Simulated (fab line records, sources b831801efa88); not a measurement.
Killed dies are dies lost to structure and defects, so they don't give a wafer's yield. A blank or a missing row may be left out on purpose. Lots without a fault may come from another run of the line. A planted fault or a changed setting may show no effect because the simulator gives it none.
Which tool did it? | flow sky130 | 13 lots, 37 wafers sampled, at 3 steps of a route of 708

WHAT THE GAUGES READ, wafer by wafer
SKY_LI_CONTACT_THK_MEAS_23: measures by xrf. Usual: LI_CONTACT_W_THK 399 nm, standard deviation 5.4.
lot  | measured     | on            | LI_CONTACT_W_THK (nm) | flag
L641 | day 29 10:44 | film_metro-02 | 391 393 396           |
L642 | day 29 15:57 | film_metro-01 | 408 402 405           |
L643 | day 29 21:34 | film_metro-02 | 392 389 393           |
L648 | day 32 02:16 | film_metro-01 | 400 401 401           |
L649 | day 32 04:15 | film_metro-01 | 406 407               |
L652 | day 32 21:38 | film_metro-02 | 392 393               |
L658 | day 34 20:49 | film_metro-02 | 399 395 399           |
L659 | day 35 03:06 | film_metro-02 | 405 407 402           |
L660 | day 35 05:10 | film_metro-02 | 403 396 401           |
L661 | day 35 14:09 | film_metro-02 | 405 396 402           |
L662 | day 35 23:14 | film_metro-04 | 395 399 395           |
L663 | day 36 05:21 | film_metro-04 | 397 399 396           |
L664 | day 36 10:55 | film_metro-02 | 393 392 394           |

WHICH TOOL RAN EACH LOT (tool, then ch and the chambers of the sampled wafers, then the start)
lot  | SKY_LI_CONTACT_STRIP_16              | SKY_LI_CONTACT_CVD_21
L641 | plasma_asher-04 ch 0,1, day 29 10:04 | cvd_w-02 ch 0,1, day 29 10:30
L642 | plasma_asher-04 ch 0,1, day 29 15:16 | cvd_w-01 ch 0,1, day 29 15:41
L643 | plasma_asher-01 ch 0,1, day 29 20:53 | cvd_w-01 ch 0,1, day 29 21:19
L648 | plasma_asher-04 ch 0,1, day 32 01:35 | cvd_w-01 ch 0,1, day 32 02:01
L649 | plasma_asher-02 ch 0,1, day 32 03:34 | cvd_w-01 ch 0,1, day 32 03:59
L652 | plasma_asher-02 ch 1, day 32 20:58   | cvd_w-02 ch 1, day 32 21:24
L658 | plasma_asher-04 ch 0,1, day 34 20:07 | cvd_w-02 ch 0,1, day 34 20:34
L659 | plasma_asher-01 ch 0,1, day 35 02:25 | cvd_w-01 ch 0,1, day 35 02:51
L660 | plasma_asher-04 ch 0,1, day 35 04:29 | cvd_w-01 ch 0,1, day 35 04:55
L661 | plasma_asher-04 ch 0,1, day 35 13:28 | cvd_w-01 ch 0,1, day 35 13:54
L662 | plasma_asher-01 ch 0,1, day 35 22:26 | cvd_w-01 ch 1, day 35 22:52
L663 | plasma_asher-02 ch 0,1, day 36 04:40 | cvd_w-01 ch 0,1, day 36 05:06
L664 | plasma_asher-01 ch 0,1, day 36 10:14 | cvd_w-02 ch 0,1, day 36 10:40
- SKY_LI_CONTACT_STRIP_16: strips in O2/N2.
- SKY_LI_CONTACT_CVD_21: deposits W, target thk 400 nm, time 120.56 s.

WHAT THE TOOLS THEMSELVES READ (means of the sampled wafers that have a number; where no wafer has one, the mark that the record gives instead)
SKY_LI_CONTACT_STRIP_16. Usual: drypump_motor_current_A 5.88 A, standard deviation 0.24; oes_product_au 0.375 a.u., standard deviation 0.0045; strip_time_to_endpoint_s 3.48 s, standard deviation 0.032.
lot  | tool            | drypump_motor_current_A (A) | oes_product_au (a.u.) | strip_time_to_endpoint_s (s) | flag
L641 | plasma_asher-04 | 5.76                        | 0.375                 | 3.44                         |
L642 | plasma_asher-04 | 5.76                        | 0.378                 | 3.54                         |
L643 | plasma_asher-01 | 6.05                        | 0.373                 | 3.47                         |
L648 | plasma_asher-04 | 5.78                        | 0.377                 | 3.46                         |
L649 | plasma_asher-02 | 6.02                        | 0.371                 | 3.46                         |
L652 | plasma_asher-02 | 6.41                        | 0.374                 | 3.48                         |
L658 | plasma_asher-04 | 5.73                        | 0.373                 | 3.45                         |
L659 | plasma_asher-01 | 6.04                        | 0.378                 | 3.47                         |
L660 | plasma_asher-04 | 5.74                        | 0.374                 | 3.51                         |
L661 | plasma_asher-04 | 5.73                        | 0.374                 | 3.48                         |
L662 | plasma_asher-01 | 5.98                        | 0.375                 | 3.50                         |
L663 | plasma_asher-02 | 6.13                        | 0.373                 | 3.47                         |
L664 | plasma_asher-01 | 6.05                        | 0.371                 | 3.48                         |

SKY_LI_CONTACT_CVD_21. Usual: heater_power_w 845 W, standard deviation 100.
lot  | tool     | heater_power_w (W) | flag
L641 | cvd_w-02 | 768                |
L642 | cvd_w-01 | 896                |
L643 | cvd_w-01 | 907                |
L648 | cvd_w-01 | 874                |
L649 | cvd_w-01 | 904                |
L652 | cvd_w-02 | 837                |
L658 | cvd_w-02 | 707                |
L659 | cvd_w-01 | 914                |
L660 | cvd_w-01 | 910                |
L661 | cvd_w-01 | 866                |
L662 | cvd_w-01 | 972                |
L663 | cvd_w-01 | 861                |
L664 | cvd_w-02 | 696                |

THE ANSWER, worked out from the rows above alone
Rule: a lot is off if the mean of its wafers that have a number lies more than 3 standard deviations from the usual mean. A lot without any number at a reading at which 4 lots or more have one is off too. The other lots that the step has rows for count as sound. The gauges are gone through in route order, then the tools' own readings, and for those a lot's mean is taken as printed above. The first step at which some lot is off is used, and at that step the reading that is off furthest; a lot without a number counts as furthest.
No lot is off at any reading shown: from this, nothing can be told.

WHAT THE SIMULATOR HAD PUT IN
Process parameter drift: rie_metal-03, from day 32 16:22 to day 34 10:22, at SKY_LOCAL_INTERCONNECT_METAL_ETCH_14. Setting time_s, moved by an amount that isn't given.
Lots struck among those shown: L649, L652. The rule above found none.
